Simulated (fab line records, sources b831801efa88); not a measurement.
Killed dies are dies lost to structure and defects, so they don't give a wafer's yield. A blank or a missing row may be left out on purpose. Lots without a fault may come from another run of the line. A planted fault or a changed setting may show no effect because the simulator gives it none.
Which tool did it? | flow sky130 | 10 lots, 30 wafers sampled, at 5 steps of a route of 708

WHAT THE GAUGES READ, wafer by wafer
SKY_VIA4_RS_MEAS_19: measures by four-point-probe.
lot  | measured     | on            | VIA4_W_RS (ohm/sq)
L919 | day 42 12:59 | film_metro-03 | 0.1114 0.1126 0.1113
L920 | day 43 04:16 | film_metro-04 | 0.2247 0.2204 0.2231
L921 | day 43 17:18 | film_metro-03 | 0.2252 0.2267 0.2253
L924 | day 44 06:39 | film_metro-02 | 0.1129 0.1139 0.1133
L930 | day 45 21:55 | film_metro-02 | 0.1123 0.1118 0.1123
L931 | day 46 04:30 | film_metro-02 | 0.2247 0.2239 0.2256
L932 | day 46 11:55 | film_metro-02 | 0.2258 0.2251 0.2257
L936 | day 47 14:20 | film_metro-02 | 0.2258 0.2223 0.2234
L937 | day 47 17:01 | film_metro-02 | 0.2260 0.2226 0.2243
L939 | day 48 04:18 | film_metro-04 | 0.2253 0.2251 0.2239

WHICH TOOL RAN EACH LOT (tool, then ch and the chambers of the sampled wafers, then the start)
lot  | SKY_METAL3_ETCH_16                | SKY_VIA3_SPUTTER_20          | SKY_CAP2M_STRIP_14                   | SKY_VIA4_CVD_18
L919 | rie_metal-03 ch 0,1, day 38 05:38 | pvd_sputter-02, day 39 09:13 | plasma_asher-02 ch 0,1, day 40 11:02 | cvd_w-02 ch 0,1, day 42 12:31
L920 | rie_metal-01 ch 0,1, day 38 21:23 | pvd_sputter-04, day 40 00:16 | plasma_asher-03 ch 0,1, day 41 01:38 | cvd_w-01 ch 0,1, day 43 04:07
L921 | rie_metal-03 ch 0,1, day 39 11:41 | pvd_sputter-04, day 40 14:52 | plasma_asher-03 ch 0,1, day 41 15:39 | cvd_w-01 ch 0,1, day 43 17:08
L924 | rie_metal-03 ch 0, day 40 02:26   | pvd_sputter-03, day 41 04:44 | plasma_asher-03 ch 0,1, day 42 05:46 | cvd_w-02 ch 0,1, day 44 06:11
L930 | rie_metal-01 ch 0,1, day 41 22:49 | pvd_sputter-04, day 43 00:18 | plasma_asher-03 ch 0,1, day 44 00:12 | cvd_w-01 ch 0,1, day 45 21:16
L931 | rie_metal-04 ch 0,1, day 42 05:43 | pvd_sputter-02, day 43 07:46 | plasma_asher-02 ch 0,1, day 44 06:41 | cvd_w-01 ch 0,1, day 46 04:20
L932 | rie_metal-01 ch 0, day 42 12:20   | pvd_sputter-04, day 43 14:14 | plasma_asher-01 ch 0,1, day 44 13:57 | cvd_w-01 ch 0,1, day 46 11:46
L936 | rie_metal-03 ch 0,1, day 43 18:42 | pvd_sputter-04, day 44 19:35 | plasma_asher-03 ch 0,1, day 45 18:21 | cvd_w-01 ch 0,1, day 47 14:11
L937 | rie_metal-01 ch 0,1, day 43 23:32 | pvd_sputter-04, day 44 23:28 | plasma_asher-03 ch 0,1, day 45 21:33 | cvd_w-01 ch 0,1, day 47 16:52
L939 | rie_metal-03 ch 0,1, day 44 11:47 | pvd_sputter-02, day 45 12:29 | plasma_asher-02 ch 0, day 46 10:09   | cvd_w-02 ch 1, day 48 04:09
- SKY_METAL3_ETCH_16: etches BARC in N2/H2, stops on SiO2, time 88.2 s, target depth 60 nm.
- SKY_VIA3_SPUTTER_20: material TiN, target thk 20 nm, time 80 s.
- SKY_CAP2M_STRIP_14: strips in O2/N2.
- SKY_VIA4_CVD_18: deposits W, target thk 505 nm, time 152.14 s.

THE ANSWER, worked out from the rows above alone
Rule: what is usual is taken from the lots themselves. Put in order of their means at a reading, lots are off if they are a third of the lots or fewer, leave a main group of 4 or more, and stand apart from it by a gap of 3 or more times the standard deviation of the main group's means; of several such gaps the widest counts. A main group whose means are all the same, to the digits that the tables above print for the reading, isn't used. A lot without any number at a reading at which 4 lots or more have one is off too. The other lots that the step has rows for count as sound.
Off: L919, L924, L930, at SKY_VIA4_RS_MEAS_19 (VIA4_W_RS). The main group: mean 0.2245 ohm/sq, standard deviation 0.00095.
A tool fits if, at a process step before that reading, it ran every lot that is off, and no sound lot after the first of them. The gauges at SKY_VIA4_RS_MEAS_19 are tried like those tools. None of those tried fits.

WHAT THE SIMULATOR HAD PUT IN
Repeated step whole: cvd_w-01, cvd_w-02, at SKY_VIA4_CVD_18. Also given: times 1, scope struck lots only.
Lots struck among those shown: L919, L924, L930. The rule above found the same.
